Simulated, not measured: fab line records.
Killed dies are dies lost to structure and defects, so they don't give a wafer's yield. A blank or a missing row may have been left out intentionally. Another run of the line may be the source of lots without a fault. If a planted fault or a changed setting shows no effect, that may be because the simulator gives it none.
Chamber matching | flow gf180mcu | 3 sister chambers for GF_V1_CMP_04 on cmp-02
The step polishes SiO2. 6 wafers are shown with their chamber, then 5 later ones without.

## WAFERS, EACH WITH ITS CHAMBER
wafer  | chamber | motor_current_A (A) | time_to_endpoint_s (s)
L877.3 | 0       | 12.5                | 79
L883.1 | 1       | 11.7                | 82
L883.4 | 2       | 12.5                | 84
L883.5 | 0       | 11.7                | 81
L884.3 | 1       | 11.7                | 78
L884.4 | 2       | 13.5                | 83

## WAFERS WITH NO CHAMBER GIVEN
wafer  | motor_current_A (A) | time_to_endpoint_s (s)
L884.6 | 12.9                | 82
L886.2 | 13.1                | 83
L886.4 | 12.1                | 74
L889.3 | 13.7                | 77
L889.6 | 13.2                | 79

## THE CHAMBER EACH PASSED THROUGH
wafer  | from the rows above          | in truth
L884.6 | can't be placed: 2 or 0 or 1 | 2
L886.2 | 2                            | 2
L886.4 | can't be placed: 0 or 1      | 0
L889.3 | can't be placed: 0 or 2 or 1 | 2
L889.6 | can't be placed: 0 or 2 or 1 | 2
1 of 5 placed correctly. Can't be placed from these rows: 4 (the true chamber is among the candidates in 4). Number placed wrongly: 0.
How it was worked out, from the rows above alone: a wafer's distance from a chamber is the root of the sum, over the readings, of the square of ((its reading less the chamber's mean) divided by the reading's scatter). If the next closest chamber is less than 2 further off than the closest, the wafer can't be placed; otherwise it belongs to the closest. The mean given for a chamber averages the wafers shown for that chamber. The scatter: take each reading less its chamber's mean, square it, sum over the shown wafers, divide by the number of wafers less the number of chambers, and take the root.
